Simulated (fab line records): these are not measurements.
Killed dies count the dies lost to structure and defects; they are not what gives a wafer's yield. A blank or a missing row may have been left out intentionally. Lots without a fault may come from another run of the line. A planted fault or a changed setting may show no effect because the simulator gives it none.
A lot that was struck, set against a sound lot / flow sky130 / 22 out of 708 route steps
Sound: wafers L874.4, L874.5, L874.6. Struck: wafers L875.1, L875.6. The cause comes at the end.
For every step that has rows: the tool of each side, followed by ch and its chambers, followed by its first start. Under that, the readings that differ: sound wafers / struck wafers / difference of the means / sigmas: that difference in standard deviations of wafers without a fault.
alike: words and numbers the same on both sides, and readings whose means are apart by under 2 such deviations; not compared: readings that were withheld, readings missing a value for some wafer, numbers with overlapping values and no deviation given by the record, and bounds like >300 which may hide the same value.
Wherever a step has rows on one side only, a row that says differs or no value, or a row with sigmas, the two part there. When numbers do not overlap yet have no deviation, they are printed without sigmas and do not part them. A reading missing from all wafers of one side parts the sides only when that side holds two or more wafers.

first, 1 step without rows for these wafers: SKY_LOCAL_INTERCONNECT_CLEAN_18 (cleans in O3/DIW).
SKY_CONTACT_CVD_00: deposits Si3N4, target thk 75 nm.
  sound on pecvd-03 ch 0,1,2, day 35 12:23; struck on pecvd-02 ch 0,2, day 36 00:34
  alike: heater power w, susceptor temp C
SKY_CONTACT_THK_MEAS_01:
  sound on film metro-01, day 35 12:26; struck on film metro-03, day 36 00:37
  alike: CONTACT_CVD_00_THK
then, 1 step without rows for these wafers: SKY_CONTACT_HDPCVD_02 (deposits SiO2, target thk 565 nm, time 94.2 s).
SKY_CONTACT_THK_MEAS_03:
  sound on film metro-03, day 35 12:34; struck on film metro-01, day 36 00:45
  alike: CONTACT_HDPCVD_THK
SKY_CONTACT_CMP_04: polishes SiO2.
  sound on cmp-01 ch 0,1, day 35 12:35; struck on cmp-02 ch 2,3, day 36 01:07
  alike: motor current A, platen rpm, time to endpoint s
SKY_CONTACT_BOW_MEAS_05:
  sound on film metro-01, day 35 12:57; struck on film metro-01, day 36 01:16
  alike: CONTACT_BOW
then, 5 steps without rows for these wafers: SKY_CONTACT_DEHYDRATE_06 (time 60 s); SKY_CONTACT_HMDS_07 (prime time 60 s); SKY_CONTACT_COAT_08 (resist thk 60 nm); SKY_CONTACT_COAT_09 (resist thk 450 nm); SKY_CONTACT_SOFTBAKE_10 (time 90 s).
SKY_CONTACT_EXPOSE_11: exposes mask CTM1, target cd 170 nm.
  sound on krf scanner-01 ch 0, day 36 02:23; struck on krf scanner-02 ch 0, day 36 14:21
  alike: mask, focus offset nm
then, 2 steps without rows for these wafers: SKY_CONTACT_PEB_12; SKY_CONTACT_DEVELOP_13 (develop time 60 s).
SKY_CONTACT_CD_MEAS_14: target cd 170 nm.
  sound on cd sem-01, day 36 14:56; struck on cd sem-01, day 37 02:46
reading=cd nm (nm); sound=172.6 171.1 172.1; struck=62.4 63.0; difference=-109.2; sigmas=-64
SKY_CONTACT_OVL_MEAS_15:
  sound on overlay-01, day 36 15:01; struck on overlay-02, day 37 02:53
  alike: CONTACT_OVL
SKY_CONTACT_ETCH_16: etches BARC in N2/H2, stops on SiO2, time 45.9 s, target depth 60 nm.
  sound on rie diel-01 ch 0,1,2, day 36 15:02; struck on rie diel-03 ch 2,3, day 37 02:55
reading=model.CONTACT.cd nm (nm); sound=172 170.4 171.4; struck=61.4 63.05; difference=-109.0; sigmas=
  alike: drypump motor current A, oes product au, throttle valve pct
  not compared: rf hours counter h
SKY_CONTACT_ETCH_17: etches SiO2 in C4F8/O2/Ar, stops on Si3N4, target depth 340 nm.
  sound on rie diel-01 ch 0,1,2, day 36 15:05; struck on rie diel-03 ch 2,3, day 37 02:58
  alike: oes product au
SKY_CONTACT_ETCH_18: etches Si3N4 in CHF3/O2, stops on TiN, time 39 s, target depth 75 nm.
  sound on rie diel-01 ch 0,1,2; struck on rie diel-03 ch 2,3
reading=oes product au (a.u.); sound=0.869 0.876 0.872; struck=0.852 0.856; difference=-0.018; sigmas=-2
reading=model.CONTACT.cd nm (nm); sound=172.3 170.4 171.6; struck=61.38 63.31; difference=-109.09; sigmas=
  alike: drypump motor current A, throttle valve pct
  not compared: rf hours counter h
SKY_CONTACT_STRIP_19: strips in O2/N2.
  sound on plasma asher-03 ch 0,1, day 36 15:12; struck on plasma asher-02 ch 1, day 37 03:03
  alike: drypump motor current A, oes product au, strip time to endpoint s
  not compared: rf hours counter h
-- the record jumps here: 13 days lie between the struck wafers' starts before and after (it left off in module CONTACT and takes up again in module PAD_OPEN, whose first step shown is number 708 of the route) --
SKY_PAD_OPEN_PROBE_99:
  only the struck wafers here have rows in the record (prober-01, day 49 21:41); the sound ones have none

## WHERE THEY PART
First at SKY_CONTACT_CD_MEAS_14; last, within this record, at SKY_PAD_OPEN_PROBE_99.

WHY: what the simulator had put in
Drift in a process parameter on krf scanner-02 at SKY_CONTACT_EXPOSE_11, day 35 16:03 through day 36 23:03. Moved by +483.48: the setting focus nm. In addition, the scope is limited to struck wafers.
